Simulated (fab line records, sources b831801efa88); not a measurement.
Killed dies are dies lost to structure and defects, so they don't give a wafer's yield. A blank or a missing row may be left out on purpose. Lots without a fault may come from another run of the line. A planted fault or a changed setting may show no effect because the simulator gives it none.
Which tool did it? | flow sky130 | 11 lots, 33 wafers sampled, at 6 steps of a route of 708

WHAT THE GAUGES READ, wafer by wafer
SKY_PWDE_TW_MEAS_10.
lot  | measured    | on            | PWDE_TW
L776 | day 4 06:52 | film_metro-02 | 371.4 371.7 372.4
L778 | day 4 20:25 | film_metro-01 | 373.7 375.4 374.1
L780 | day 5 08:42 | film_metro-02 | 372.6 371.3 373.1
L781 | day 5 12:34 | film_metro-01 | 374.6 373.4 374.4
L782 | day 5 17:01 | film_metro-03 | 376.7 377.7 376.3
L785 | day 6 09:43 | film_metro-03 | 392.5 392.3 393.1
L786 | day 6 15:32 | film_metro-02 | 392.1 391.7 392.4
L788 | day 7 02:28 | film_metro-03 | 375.1 376.0 376.2
L790 | day 7 12:43 | film_metro-03 | 375.1 375.5 373.8
L793 | day 8 05:52 | film_metro-01 | 372.8 375.4 374.7
L796 | day 9 06:07 | film_metro-01 | 376.3 375.0 374.8

SKY_NWELL_RS_MEAS_31: measures by four-point-probe.
lot  | measured     | on            | PWDE_RS (ohm/sq)
L776 | day 5 19:36  | film_metro-02 | 5280 5257 5280
L778 | day 6 10:24  | film_metro-02 | 5263 5255 5260
L780 | day 6 22:58  | film_metro-02 | 5295 5278 5271
L781 | day 7 03:07  | film_metro-01 | 5255 5269 5274
L782 | day 7 07:51  | film_metro-03 | 5275 5266 5286
L785 | day 8 02:48  | film_metro-02 | 4712 4705 4720
L786 | day 8 09:01  | film_metro-02 | 4726 4731 4706
L788 | day 8 19:40  | film_metro-03 | 5275 5301 5288
L790 | day 9 07:38  | film_metro-01 | 5298 5312 5318
L793 | day 10 00:30 | film_metro-01 | 5275 5248 5268
L796 | day 11 03:29 | film_metro-01 | 5283 5282 5289

SKY_VT_ADJUST_LVTN_TW_MEAS_10.
lot  | measured     | on            | VT_ADJUST_LVTN_TW
L776 | day 7 10:42  | film_metro-02 | 242.6 241.5 240.6
L778 | day 8 02:42  | film_metro-01 | 242.0 242.1 241.2
L780 | day 8 15:51  | film_metro-02 | 242.6 242.0 241.6
L781 | day 8 19:51  | film_metro-01 | 241.3 241.2 241.0
L782 | day 9 00:25  | film_metro-02 | 239.8 241.9 241.6
L785 | day 9 20:09  | film_metro-04 | 242.6 242.0 242.0
L786 | day 10 02:56 | film_metro-01 | 241.8 241.8 241.4
L788 | day 10 15:04 | film_metro-01 | 240.7 240.4 240.8
L790 | day 11 04:10 | film_metro-01 | 241.9 240.7 241.3
L793 | day 11 23:36 | film_metro-02 | 239.0 238.5 239.9
L796 | day 13 04:04 | film_metro-02 | 241.4 241.5 241.2

WHICH TOOL RAN EACH LOT (tool, then ch and the chambers of the sampled wafers, then the start)
lot  | SKY_PWDE_IMPLANT_08            | SKY_PWDE_STRIP_09                   | SKY_NWELL_RTA_28
L776 | implanter-01 ch 0, day 4 06:37 | plasma_asher-02 ch 0,1, day 4 06:46 | rtp_anneal-01 ch 0, day 5 19:16
L778 | implanter-03 ch 0, day 4 20:10 | plasma_asher-03 ch 0,1, day 4 20:19 | rtp_anneal-02 ch 0, day 6 10:04
L780 | implanter-03 ch 0, day 5 08:27 | plasma_asher-03 ch 0,1, day 5 08:36 | rtp_anneal-01 ch 0, day 6 22:38
L781 | implanter-01 ch 0, day 5 12:19 | plasma_asher-02 ch 0,1, day 5 12:28 | rtp_anneal-02 ch 0, day 7 02:47
L782 | implanter-01 ch 0, day 5 16:48 | plasma_asher-02 ch 0,1, day 5 16:56 | rtp_anneal-02 ch 0, day 7 07:26
L785 | implanter-03 ch 0, day 6 09:28 | plasma_asher-03 ch 0,1, day 6 09:37 | rtp_anneal-01 ch 0, day 8 02:28
L786 | implanter-03 ch 0, day 6 15:19 | plasma_asher-03 ch 0,1, day 6 15:26 | rtp_anneal-02 ch 0, day 8 08:40
L788 | implanter-04 ch 0, day 7 02:13 | plasma_asher-02 ch 0,1, day 7 02:21 | rtp_anneal-01 ch 0, day 8 19:14
L790 | implanter-04 ch 0, day 7 12:28 | plasma_asher-01 ch 0,1, day 7 12:36 | rtp_anneal-01 ch 0, day 9 07:13
L793 | implanter-04 ch 0, day 8 05:37 | plasma_asher-02 ch 0,1, day 8 05:46 | rtp_anneal-01 ch 0, day 10 00:10
L796 | implanter-04 ch 0, day 9 05:54 | plasma_asher-02 ch 0,1, day 9 06:02 | rtp_anneal-02 ch 0, day 11 03:08
- SKY_PWDE_IMPLANT_08
- SKY_PWDE_STRIP_09: strips in O2/N2.
- SKY_NWELL_RTA_28: time 30 s.

WHAT THE TOOLS THEMSELVES READ (means of the sampled wafers that have a number; where no wafer has one, the mark that the record gives instead)
SKY_PWDE_IMPLANT_08.
lot  | tool         | beam_energy_keV | beam_on_s (s) | end_station_pressure_torr (Torr) | faraday_current_uA
L776 | implanter-01 | 150.05          | 10.13         | 4.92e-06                         | 20.1
L778 | implanter-03 | 149.99          | 9.97          | 5.11e-06                         | 20.4
L780 | implanter-03 | 150.07          | 10.16         | 4.86e-06                         | 19.9
L781 | implanter-01 | 150.00          | 9.92          | 5.18e-06                         | 20.5
L782 | implanter-01 | 149.97          | 10.00         | 5.02e-06                         | 20.3
L785 | implanter-03 | 150.01          | 11.46         | 8.63e-05                         | 17.5
L786 | implanter-03 | 150.04          | 11.56         | 8.04e-05                         | 17.4
L788 | implanter-04 | 149.97          | 10.09         | 5.04e-06                         | 20.1
L790 | implanter-04 | 149.96          | 9.99          | 4.82e-06                         | 20.3
L793 | implanter-04 | 150.01          | 10.10         | 4.86e-06                         | 20.1
L796 | implanter-04 | 149.98          | 9.98          | 5.05e-06                         | 20.4

SKY_PWDE_STRIP_09.
lot  | tool            | drypump_motor_current_A (A) | oes_product_au (a.u.) | strip_time_to_endpoint_s (s)
L776 | plasma_asher-02 | 5.4                         | 0.724                 | 36.96
L778 | plasma_asher-03 | 5.8                         | 0.723                 | 36.94
L780 | plasma_asher-03 | 5.8                         | 0.723                 | 36.98
L781 | plasma_asher-02 | 5.4                         | 0.721                 | 37.12
L782 | plasma_asher-02 | 5.2                         | 0.721                 | 36.98
L785 | plasma_asher-03 | 5.6                         | 0.721                 | 37.01
L786 | plasma_asher-03 | 5.8                         | 0.724                 | 37.09
L788 | plasma_asher-02 | 5.4                         | 0.719                 | 36.96
L790 | plasma_asher-01 | 5.0                         | 0.726                 | 36.95
L793 | plasma_asher-02 | 5.4                         | 0.726                 | 36.78
L796 | plasma_asher-02 | 5.4                         | 0.720                 | 36.95

SKY_NWELL_RTA_28.
lot  | tool          | lamp_power_pct (%) | wafer_temp_C_max
L776 | rtp_anneal-01 | 25.35              | 1056.2
L778 | rtp_anneal-02 | 25.28              | 1054.3
L780 | rtp_anneal-01 | 25.34              | 1054.2
L781 | rtp_anneal-02 | 25.30              | 1056.5
L782 | rtp_anneal-02 | 25.36              | 1054.3
L785 | rtp_anneal-01 | 25.31              | 1054.6
L786 | rtp_anneal-02 | 25.31              | 1054.1
L788 | rtp_anneal-01 | 25.31              | 1056.0
L790 | rtp_anneal-01 | 25.29              | 1054.9
L793 | rtp_anneal-01 | 25.33              | 1054.5
L796 | rtp_anneal-02 | 25.33              | 1055.4

THE ANSWER, worked out from the rows above alone
Rule: what is usual is taken from the lots themselves. Put in order of their means at a reading, lots are off if they are a third of the lots or fewer, leave a main group of 4 or more, and stand apart from it by a gap of 3 or more times the standard deviation of the main group's means; of several such gaps the widest counts. A main group whose means are all the same, to the digits that the tables above print for the reading, isn't used. A lot without any number at a reading at which 4 lots or more have one is off too. The other lots that the step has rows for count as sound. The gauges are gone through in route order, then the tools' own readings, and for those a lot's mean is taken as printed above. The first step at which some lot is off is used, and at that step the reading that is off furthest; a lot without a number counts as furthest.
Off: L785, L786, at SKY_PWDE_TW_MEAS_10 (PWDE_TW). The main group: mean 374.4, standard deviation 1.5.
A tool fits if, at a process step before that reading, it ran every lot that is off, and no sound lot after the first of them. The gauges at SKY_PWDE_TW_MEAS_10 aren't tried: what is off there is off at SKY_PWDE_IMPLANT_08 too, on other tools, and a gauge's error can't cause that. Can't be told from this: 2 tools fit, implanter-03 at SKY_PWDE_IMPLANT_08, plasma_asher-03 at SKY_PWDE_STRIP_09.

WHAT THE SIMULATOR HAD PUT IN
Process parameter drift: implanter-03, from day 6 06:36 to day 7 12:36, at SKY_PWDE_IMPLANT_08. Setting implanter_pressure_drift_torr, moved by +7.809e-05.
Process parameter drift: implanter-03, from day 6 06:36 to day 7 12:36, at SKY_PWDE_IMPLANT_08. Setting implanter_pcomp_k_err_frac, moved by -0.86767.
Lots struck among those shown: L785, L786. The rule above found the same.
